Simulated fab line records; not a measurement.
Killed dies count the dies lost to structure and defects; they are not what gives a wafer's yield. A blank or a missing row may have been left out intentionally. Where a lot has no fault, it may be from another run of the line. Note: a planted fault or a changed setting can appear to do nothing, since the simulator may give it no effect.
Problem report in the 8D (eight disciplines) form, filled by code / flow sky130 / the parts of the form that need people (team, actions taken, sign-off) are left out

== 1. WHAT WENT WRONG ==
Wafers without a fault read 0.9 %, standard deviation 0.48; sort_bin_3_pad_short at SKY_PAD_OPEN_PROBE_99 reads a mean of 4.6 % on 5 wafers belonging to 2 lots. Relative to the usual mean, that is a shift of +7.8 standard deviations.
Earliest sighting: wafer L653.1 on prober-02 at day 49 01:30. The record holds 36 wafers of 12 lots with a number at this step. The rule behind "out" and "out of limits": a value lying over 4 standard deviations away from the usual mean. The other wafers with a number count as sound.

== 2. WHAT IT IS; WHAT IT IS NOT ==
question=which readings at this step | is=sort_bin_3_pad_short, killed_at_M0_to_M3 | is not=killed_at_contacts, killed_at_front_end, killed_at_other, killed_open, killed_short, sort_bin_6_memory
question=which lots | is=L653, L654 | is not=L641, L643, L644, L645, L646, L648, L650, L651, L655, L663
question=which wafers of those lots | is=L653.1, L653.3, L654.2, L654.4, L654.5 | is not=L653.5
question=read on which tools | is=prober-01, prober-02 | is not=-
question=when | is=from day 49 01:30 | is not=up to then (24 sound wafers); but 7 sound wafers of L653, L655, L663 came after

== 3. SUSPECTS, AND WHAT RULES EACH OUT ==
Counting: a tool at a process step up to the reading stays a suspect if it ran every lot that is out. Sound lots after the first of them don't rule it out here, since some wafers of a struck lot are sound.
- plasma_asher-01 at SKY_VIA2_STRIP_16 (strips in O2/N2): kept. It processed each lot that is out (first: L653, day 40 11:56); up to then, its last sound lot is L651 (day 39 19:50).
- pvd_sputter-04 at SKY_METAL5_SPUTTER_00 (material Ti, target thk 15 nm, time 10 s): kept. It processed each lot that is out (first: L653, day 46 11:47); up to then, its last sound lot is L650 (day 45 07:48).
- pvd_sputter-04 at SKY_METAL5_SPUTTER_03 (material Ti, target thk 5 nm, time 3.3 s): kept. It processed each lot that is out (first: L653, day 46 11:53); up to then, its last sound lot is L650 (day 45 07:54).
- Within plasma_asher-01 at SKY_VIA2_STRIP_16: the wafers that are out ran in chamber 1; their sound lot-mates ran in chamber 0.
plasma_asher-01 at SKY_VIA2_STRIP_16, pvd_sputter-04 at SKY_METAL5_SPUTTER_00 and pvd_sputter-04 at SKY_METAL5_SPUTTER_03 are what is left after counting.

== 4. THE CAUSE (what the simulator had put in) ==
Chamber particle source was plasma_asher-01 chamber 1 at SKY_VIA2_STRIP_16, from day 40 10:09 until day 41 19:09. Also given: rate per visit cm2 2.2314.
This tool is one of the 3 suspects left after counting.

== 5. SEQUENCE OF EFFECTS, ordered by route ==
One row per reading whose mean, taken over the struck wafers that have a number, lies over 3 standard deviations from the usual. Scope: only readings with a usual standard deviation given in the record; hours: median across lots of the time from each lot's start at the first step in this table that gives one to its start at this step; sigmas: change in usual standard deviations.
hours=0; step=SKY_PAD_OPEN_PROBE_99; reading=defect_limited_yield; usual=82.3 %; on struck wafers=75.0; change=-7.3; sigmas=-3.9
hours=0; step=SKY_PAD_OPEN_PROBE_99; reading=killed_at_M0_to_M3; usual=44; on struck wafers=85; change=+41; sigmas=+5.9
hours=0; step=SKY_PAD_OPEN_PROBE_99; reading=killed_dies; usual=87; on struck wafers=123; change=+36; sigmas=+3.8
hours=0; step=SKY_PAD_OPEN_PROBE_99; reading=sort_bin_3_pad_short; usual=0.9 %; on struck wafers=4.6; change=+3.7; sigmas=+7.8
hours=0; step=SKY_PAD_OPEN_PROBE_99; reading=sort_n_pass; usual=405; on struck wafers=369; change=-36; sigmas=-3.8
hours=0; step=SKY_PAD_OPEN_PROBE_99; reading=sort_yield_pct; usual=82.3 %; on struck wafers=75.0; change=-7.3; sigmas=-3.9
Its process steps:
- SKY_PAD_OPEN_PROBE_99

== 6. HOW IT WOULD HAVE BEEN CAUGHT EARLIER ==
In this record the first reading out of limits was taken at day 49 01:30, 207 hours after the fault began at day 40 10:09.
Tool readings at SKY_VIA2_STRIP_16 with a usual standard deviation given in the record: none out on any struck wafer, hence no alarm at a limit of 4 standard deviations on them.
Lots out: 2; all had begun SKY_VIA2_STRIP_16 on plasma_asher-01 by day 49 01:30. Holding the tool at that point would not have protected any of them.
